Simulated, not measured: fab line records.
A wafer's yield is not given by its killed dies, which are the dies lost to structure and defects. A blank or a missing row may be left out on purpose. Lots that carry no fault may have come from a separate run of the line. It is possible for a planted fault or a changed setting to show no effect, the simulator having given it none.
Tool commonality check ; flow sfq-line ; 14 lots and 42 wafers in the sample

== REASON FOR OPENING ==
Of 14 lots, 2 have the reading R5_MONX_RS flagged at SFQ_R5_RS_MEAS_933. Fault-free wafers read 7.06 ohm/sq, with a standard deviation of 0.076.
Rule: a lot gets a flag if all its wafers with a number sit over 4 standard deviations from that mean, or if no wafer of it has a number. The rest of the lots are taken to be sound.

lot;measured;on;R5_MONX_RS (ohm/sq), wafer by wafer;flag
L481;day 61 09:14;film-metro-02;7.19 7.08 7.13;
L484;day 61 19:28;film-metro-03;7.17 7.13 7.09;
L485;day 61 22:32;film-metro-03;7.13 7.06 7.03;
L487;day 62 14:45;film-metro-03;5.53 5.54 5.56;FLAGGED
L488;day 63 02:45;film-metro-03;7.04 7.08 7.19;
L489;day 63 11:11;film-metro-03;5.47 5.53 5.46;FLAGGED
L490;day 68 07:23;film-metro-04;6.87 6.91 6.84;
L494;day 69 00:07;film-metro-03;7.01 7.10 7.07;
L495;day 69 01:19;film-metro-02;7.01 7.08 7.15;
L496;day 69 03:44;film-metro-03;7.09 6.98 6.99;
L497;day 73 08:21;film-metro-04;7.11 7.16 7.11;
L499;day 73 14:33;film-metro-02;6.99 6.93 6.99;
L501;day 74 07:14;film-metro-04;7.09 7.05 7.04;
L502;day 74 10:12;film-metro-04;7.09 7.10 7.17;
On average the flagged lots' numbers are 5.51 ohm/sq, which is -1.54 ohm/sq against the usual, or -20 standard deviations.

== EACH LOT AND THE TOOL IT RAN ON ==
The record holds 2 process steps before the reading, out of a route of 325 steps. Cell contents, in order: the tool; ch with the chambers the sampled wafers went through; the start.
lot;flag;SFQ_TRILAYER_L0_VIA_BARC_OPEN_VIA_ETCH_021;SFQ_TRILAYER_R5_DEP_SPUTTER_133
L481;;rie-diel-02 ch 0,2,3, day 6 22:19;pvd-sputter-04, day 61 09:10
L484;;rie-diel-04 ch 0,2,3, day 7 04:19;pvd-sputter-04, day 61 19:24
L485;;rie-diel-03 ch 0,2,3, day 7 06:43;pvd-sputter-05, day 61 22:24
L487;FLAGGED;rie-diel-04 ch 1,2,3, day 7 12:40;pvd-sputter-05, day 62 14:41
L488;;rie-diel-04 ch 0,1,2, day 7 15:04;pvd-sputter-04, day 63 02:41
L489;FLAGGED;rie-diel-02 ch 1,2, day 7 16:16;pvd-sputter-05, day 63 11:05
L490;;rie-diel-02 ch 0,1,2, day 7 19:52;pvd-sputter-05, day 68 07:17
L494;;rie-diel-02 ch 0,3, day 8 05:36;pvd-sputter-03, day 69 00:02
L495;;rie-diel-03 ch 0,2,3, day 8 17:01;pvd-sputter-04, day 69 01:14
L496;;rie-diel-02 ch 1,2,3, day 8 18:13;pvd-sputter-05, day 69 03:38
L497;;rie-diel-03 ch 1,2, day 8 21:49;pvd-sputter-05, day 73 08:17
L499;;rie-diel-03 ch 0,1,3, day 14 17:12;pvd-sputter-03, day 73 14:27
L501;;rie-diel-04 ch 0,1,3, day 15 13:22;pvd-sputter-04, day 74 07:07
L502;;rie-diel-04 ch 2,3, day 15 21:46;pvd-sputter-05, day 74 10:07
What is done by these steps:
- SFQ_TRILAYER_L0_VIA_BARC_OPEN_VIA_ETCH_021: etches BARC in O2, target depth 125 nm, time 41.7 s.
- SFQ_TRILAYER_R5_DEP_SPUTTER_133: material MoNx, target thk 40 nm, time 66.7 s.
- SFQ_R5_RS_MEAS_933: measures by four-point-probe.

== FLAGGED OVER TOTAL, TOOL BY TOOL (the gauges that took the reading come last) ==
step;tool;lots run;flagged;share of the flagged lots;sound lots run after its first flagged lot
SFQ_TRILAYER_L0_VIA_BARC_OPEN_VIA_ETCH_021;rie-diel-02;5;1;some;3 (L490,L494,L496)
SFQ_TRILAYER_L0_VIA_BARC_OPEN_VIA_ETCH_021;rie-diel-03;4;0;none;-
SFQ_TRILAYER_L0_VIA_BARC_OPEN_VIA_ETCH_021;rie-diel-04;5;1;some;3 (L488,L501,L502)
SFQ_TRILAYER_R5_DEP_SPUTTER_133;pvd-sputter-03;2;0;none;-
SFQ_TRILAYER_R5_DEP_SPUTTER_133;pvd-sputter-04;5;0;none;-
SFQ_TRILAYER_R5_DEP_SPUTTER_133;pvd-sputter-05;7;2;all;4 (L490,L496,L497,L502)
SFQ_R5_RS_MEAS_933;film-metro-02;3;0;none;-
SFQ_R5_RS_MEAS_933;film-metro-03;7;2;all;3 (L488,L494,L496)
SFQ_R5_RS_MEAS_933;film-metro-04;4;0;none;-

== WHAT THE TABLE ALLOWS ==
2 rows of the table ran every flagged lot: pvd-sputter-05 at SFQ_TRILAYER_R5_DEP_SPUTTER_133, film-metro-03 at SFQ_R5_RS_MEAS_933.
- pvd-sputter-05 at SFQ_TRILAYER_R5_DEP_SPUTTER_133: 2 of its 7 lots flagged. Sound lots ran on it after the first flagged one (L490, L496, L497, L502), which a lasting fault on the whole tool wouldn't allow. Its own readings lie more than 4 standard deviations out on every wafer of the flagged lots: cathode-dc-power-W.
- film-metro-03 at SFQ_R5_RS_MEAS_933: 2 of its 7 lots flagged. Sound lots ran on it after the first flagged one (L488, L494, L496), which a lasting fault on the whole tool wouldn't allow.
There is no row in the table that ran each flagged lot and no sound lot after the first.

== WHAT THE SIMULATOR HAD INSERTED ==
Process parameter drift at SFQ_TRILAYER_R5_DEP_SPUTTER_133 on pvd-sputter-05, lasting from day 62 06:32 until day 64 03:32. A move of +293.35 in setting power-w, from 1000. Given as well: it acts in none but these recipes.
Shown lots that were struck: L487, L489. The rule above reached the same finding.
